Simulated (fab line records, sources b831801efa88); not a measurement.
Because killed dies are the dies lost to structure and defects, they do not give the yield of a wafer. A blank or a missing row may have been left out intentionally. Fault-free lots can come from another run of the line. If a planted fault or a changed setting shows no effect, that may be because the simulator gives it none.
Which of the tools did it? ; flow gf180mcu ; 6 lots, 18 wafers sampled, at 3 steps of a route of 602

== WHAT EACH GAUGE READ, for each wafer ==
GF_M4_THK_MEAS_06: measures by xrf.
lot;measured;on;M4_ALCU_THK (nm)
L319;day 23 11:53;film-metro-02;450 450 457
L322;day 24 08:32;film-metro-04;448 445 449
L326;day 25 14:59;film-metro-04;446 454 447
L328;day 26 08:53;film-metro-03;446 452 450
L330;day 26 23:18;film-metro-02;455 456 452
L332;day 27 12:07;film-metro-02;454 452 462

== WHICH TOOL RAN EACH LOT (tool, then ch and the chambers of the sampled wafers, then the start) ==
lot;GF_SAB_STRIP_13;GF_M4_SPUTTER_02
L319;plasma-asher-04 ch 0,1, day 16 01:36;pvd-sputter-01, day 23 11:40
L322;plasma-asher-01 ch 0,1, day 17 00:36;pvd-sputter-04, day 24 08:19
L326;plasma-asher-01 ch 0,1, day 18 07:58;pvd-sputter-01, day 25 14:47
L328;plasma-asher-02 ch 0,1, day 19 04:52;pvd-sputter-04, day 26 08:41
L330;plasma-asher-02 ch 0,1, day 19 21:23;pvd-sputter-02, day 26 23:05
L332;plasma-asher-02 ch 0, day 20 14:05;pvd-sputter-04, day 27 11:54
- GF_SAB_STRIP_13: strips in O2/N2.
- GF_M4_SPUTTER_02: material AlCu, target thk 450 nm, time 23.9 s.

== THE ANSWER, worked out from the rows above alone ==
Rule: usual is defined by the lots themselves. Put in order of their means at a reading, lots are off if they are a third of the lots or fewer, leave a main group of 4 or more, and stand apart from it by a gap of 3 or more times the standard deviation of the main group's means; of several such gaps the widest counts. A main group is skipped when, at the precision printed for the reading in the tables above, its means are all equal. Also off: a lot with no number at a reading for which 4 or more lots have one. The other lots that the step has rows for count as sound.
None of the lots is off at any reading shown; this tells nothing.

== WHAT WAS PUT IN BY THE SIMULATOR ==
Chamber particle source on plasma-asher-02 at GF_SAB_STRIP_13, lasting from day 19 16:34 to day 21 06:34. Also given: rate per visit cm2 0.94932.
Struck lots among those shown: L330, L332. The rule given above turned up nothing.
